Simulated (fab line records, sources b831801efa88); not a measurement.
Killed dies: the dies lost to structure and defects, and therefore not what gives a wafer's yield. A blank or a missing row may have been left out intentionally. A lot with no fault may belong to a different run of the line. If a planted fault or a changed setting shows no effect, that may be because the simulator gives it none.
Struck lot and sound lot, side by side | flow sky130 | 23 steps out of a route of 708
Sound: these wafers, L332.1, L332.2, L332.6. Struck: wafers L342.4, L342.5, L342.6. Last of all comes the cause.
Each step with rows lists, per side, the tool, then ch with its chambers, then its first start. Under that, the readings that differ: sound wafers | struck wafers | difference of the means | sigmas: that difference in standard deviations of wafers without a fault.
alike: readings with means less than 2 such deviations apart, plus words and numbers identical on both sides. not compared: withheld readings, readings lacking a value on some wafer, bounds such as >300 that could conceal the same value, and numbers that have no deviation in the record and whose values overlap.
A row with sigmas, a row that says differs or no value, or rows on one side alone: a step with any of these is where the two part. Non-overlapping numbers with no deviation appear without sigmas and do not part them. A reading missing from all wafers of one side parts the sides only when that side holds two or more wafers.

first, 1 step without rows for these wafers: SKY_SONOS_TUNNEL_STRIP_11 (strips in SPM, time 600 s).
SKY_SONOS_TUNNEL_TW_MEAS_12:
  sound: film_metro-04 at day 11 13:42; struck: film_metro-04 at day 14 23:47
  alike: SONOS_TUNNEL_TW
then, 2 steps without rows for these wafers: SKY_SONOS_TUNNEL_CLEAN_13 (cleans in dHF, time 20 s); SKY_SONOS_ONO_OXIDATION_00 (stabilise 600 s, purge 300 s, target thk 2.6 nm).
SKY_SONOS_ONO_THK_MEAS_01:
  sound: film_metro-02 at day 11 17:02; struck: film_metro-03 at day 15 02:05
  alike: SONOS_ONO_OXIDATION_THK
then, 1 step without rows for these wafers: SKY_SONOS_ONO_CVD_02 (deposits Si3N4 from DCS/NH3, target thk 10.5 nm, time 180 s).
SKY_SONOS_ONO_THK_MEAS_03:
  sound: film_metro-03 at day 11 18:08; struck: film_metro-04 at day 15 05:36
  alike: SONOS_ONO_CVD_02_THK
then, 1 step without rows for these wafers: SKY_SONOS_ONO_CVD_04 (deposits SiO2 from SiH4/N2O, target thk 5.7199 nm).
SKY_SONOS_ONO_THK_MEAS_05:
  sound: film_metro-04 at day 11 19:27; struck: film_metro-04 at day 15 06:55
  alike: SONOS_ONO_CVD_04_THK
then, 3 steps without rows for these wafers: SKY_SONOS_ONO_DEHYDRATE_06 (time 60 s); SKY_SONOS_ONO_HMDS_07 (prime time 60 s); SKY_SONOS_ONO_COAT_08 (resist thk 1140 nm).
SKY_SONOS_ONO_SOFTBAKE_09: time 60 s.
  sound on litho_track-02 ch 0, day 12 07:37; struck on litho_track-02 ch 0, day 15 20:45
  reading                  | sound             | struck            | difference | sigmas
  heater_power_total_W (W) | 56.61 56.56 56.59 | 59.17 59.20 59.21 | +2.61      | +61
  plate_temp_C (C)         | 90.25 90.05 90.08 | 92.95 93.12 92.96 | +2.88      | +22
  not compared: model.NOVOLAK_of_SONOS_ONO_COAT_08.thk_nm
then, 3 steps without rows for these wafers: SKY_SONOS_ONO_EXPOSE_10 (exposes mask ONOM, target cd 410 nm); SKY_SONOS_ONO_PEB_11; SKY_SONOS_ONO_DEVELOP_12 (develop time 60 s).
SKY_SONOS_ONO_CD_MEAS_13: target cd 410 nm.
  sound: cd_sem-02 at day 12 19:29; struck: cd_sem-01 at day 16 10:50
  alike: cd_nm
SKY_SONOS_ONO_OVL_MEAS_14:
  sound: overlay-02 at day 12 19:36; struck: overlay-02 at day 16 10:55
  alike: SONOS_ONO_OVL
SKY_SONOS_ONO_ETCH_15: etches the open film in CHF3/O2, target depth 19.52 nm, time 7.8 s.
  sound on rie_diel-04 ch 2,3, day 12 19:38; struck on rie_diel-04 ch 0,3, day 16 10:56
  reading                                        | sound          | struck         | difference | sigmas
  model.NOVOLAK_of_SONOS_ONO_COAT_08.thk_nm (nm) | 1122 1121 1121 | 1120 1117 1117 | -3         |
  alike: drypump_motor_current_A, oes_product_au, throttle_valve_pct
  not compared: rf_hours_counter_h
then, 1 step without rows for these wafers: SKY_SONOS_ONO_WET_ETCH_16 (etches SiO2 in dHF, target depth 14 nm, time 280 s).
SKY_SONOS_ONO_STRIP_17: strips in O2/N2.
  sound on plasma_asher-04 ch 0,1, day 12 19:45; struck on plasma_asher-03 ch 0,1, day 16 11:05
  alike: drypump_motor_current_A, o2_flow_sccm, oes_product_au, strip_time_to_endpoint_s
  not compared: rf_hours_counter_h
then, 1 step without rows for these wafers: SKY_SONOS_ONO_WET_ETCH_18 (etches Si3N4 in H3PO4, target depth 15 nm, time 172 s).
-- a jump in the record: the struck wafers' starts before and after are 32 days apart (it breaks off in module SONOS_ONO and resumes in module PAD_OPEN, where the first step shown is number 708 of the route) --
SKY_PAD_OPEN_PROBE_99:
  rows exist in the record for the struck wafers here (prober-02, day 48 12:05), but not for the sound ones

## WHERE THEY PART
First at SKY_SONOS_ONO_SOFTBAKE_09; last, within this record, at SKY_PAD_OPEN_PROBE_99.

WHY: whatever the simulator had introduced
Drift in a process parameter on litho_track-02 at SKY_SONOS_ONO_SOFTBAKE_09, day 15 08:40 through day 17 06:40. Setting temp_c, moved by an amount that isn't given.
